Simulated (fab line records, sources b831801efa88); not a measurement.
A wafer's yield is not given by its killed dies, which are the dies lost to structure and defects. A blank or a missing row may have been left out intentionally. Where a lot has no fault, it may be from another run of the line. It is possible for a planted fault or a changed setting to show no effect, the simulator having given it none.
What tool caused it? ; flow gf180mcu ; 33 wafers from 11 lots sampled at 5 of the route's 602 steps

WHAT THE GAUGES READ, wafer by wafer
GF_V1_THK_MEAS_03.
lot;measured;on;V1_CVD_02_THK (nm)
L808;day 17 16:13;filmMetro-01;846 855 857
L809;day 18 13:31;filmMetro-01;846 845 862
L812;day 19 06:39;filmMetro-04;838 869 849
L811;day 19 07:57;filmMetro-01;837 848 852
L821;day 22 17:26;filmMetro-04;1137 857 1144
L822;day 23 04:16;filmMetro-02;844 850 868
L823;day 23 06:28;filmMetro-01;1131 842 1143
L824;day 23 14:30;filmMetro-01;842 1140 1145
L826;day 24 12:11;filmMetro-01;829 853 840
L827;day 24 15:59;filmMetro-04;836 853 841
L828;day 24 17:42;filmMetro-01;841 846 857

WHICH TOOL RAN EACH LOT (tool, then ch and the chambers of the sampled wafers, then the start)
lot;GF_CONTACT_STRIP_18;GF_M1_SPUTTER_02;GF_M1_SPUTTER_03;GF_V1_CVD_02
L808;plasmaAsher-01 ch 0, day 16 15:33;pvdSputter-03, day 16 16:40;pvdSputter-03, day 16 16:41;pecvd-01 ch 0,1, day 17 16:08
L809;plasmaAsher-03 ch 0,1, day 17 11:50;pvdSputter-01, day 17 13:02;pvdSputter-01, day 17 13:04;pecvd-02 ch 1,2, day 18 13:26
L812;plasmaAsher-03 ch 0,1, day 18 03:57;pvdSputter-01, day 18 05:05;pvdSputter-01, day 18 05:07;pecvd-04 ch 0,1, day 19 06:35
L811;plasmaAsher-01 ch 0,1, day 18 05:42;pvdSputter-01, day 18 06:55;pvdSputter-01, day 18 06:57;pecvd-04 ch 0,2, day 19 07:53
L821;plasmaAsher-01 ch 0,1, day 21 15:43;pvdSputter-03, day 21 16:50;pvdSputter-03, day 21 16:52;pecvd-04 ch 0,1,2, day 22 17:22
L822;plasmaAsher-03 ch 1, day 22 03:03;pvdSputter-02, day 22 04:10;pvdSputter-02, day 22 04:11;pecvd-02 ch 0,2, day 23 04:11
L823;plasmaAsher-01 ch 0,1, day 22 05:23;pvdSputter-02, day 22 06:27;pvdSputter-02, day 22 06:29;pecvd-04 ch 1,2, day 23 06:23
L824;plasmaAsher-03 ch 0,1, day 22 12:58;pvdSputter-01, day 22 14:11;pvdSputter-01, day 22 14:13;pecvd-04 ch 0,2, day 23 14:25
L826;plasmaAsher-03 ch 0,1, day 23 11:50;pvdSputter-03, day 23 12:55;pvdSputter-03, day 23 12:56;pecvd-01 ch 1,2, day 24 12:05
L827;plasmaAsher-01 ch 0, day 23 15:30;pvdSputter-01, day 23 16:38;pvdSputter-01, day 23 16:40;pecvd-01 ch 1,2, day 24 15:55
L828;plasmaAsher-02 ch 0,1, day 23 17:05;pvdSputter-03, day 23 18:12;pvdSputter-03, day 23 18:14;pecvd-02 ch 0,1, day 24 17:37
- GF_CONTACT_STRIP_18: strips in O2/N2.
- GF_M1_SPUTTER_02: material AlCu, target thk 450 nm, time 23.9 s.
- GF_M1_SPUTTER_03: material Ti, target thk 10 nm, time 6.7 s.
- GF_V1_CVD_02: deposits SiO2 from TEOS, target thk 850 nm, time 94.851 s.

THE ANSWER, worked out from the rows above alone
Rule: the usual values come from the lots themselves. The widest of any qualifying gaps counts: lots, ordered by their means at a reading, are off when they make up no more than a third of the lots, leave a main group of 4 or more, and stand apart from it by 3 or more times the standard deviation of that group's means. A main group whose means are all the same, to the digits that the tables above print for the reading, isn't used. A lot without any number at a reading at which 4 lots or more have one is off too. Any other lot the step has rows for is counted as sound.
Off: L821, L823, L824, at GF_V1_THK_MEAS_03 (V1_CVD_02_THK). For the main group the mean is 848 nm and the standard deviation 4.5.
If a tool, at a process step before that reading, ran all the lots that are off and no sound lot after the first of them, it fits. The gauges at GF_V1_THK_MEAS_03 are tried like those tools. One fits: pecvd-04 at GF_V1_CVD_02. A fault onset in the window from L811 (day 19 07:53, its last sound lot) to L821 (day 22 17:22, its first lot off) fits.

WHAT THE SIMULATOR HAD INSERTED
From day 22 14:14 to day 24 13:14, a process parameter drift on pecvd-04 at GF_V1_CVD_02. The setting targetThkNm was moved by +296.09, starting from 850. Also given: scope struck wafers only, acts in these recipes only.
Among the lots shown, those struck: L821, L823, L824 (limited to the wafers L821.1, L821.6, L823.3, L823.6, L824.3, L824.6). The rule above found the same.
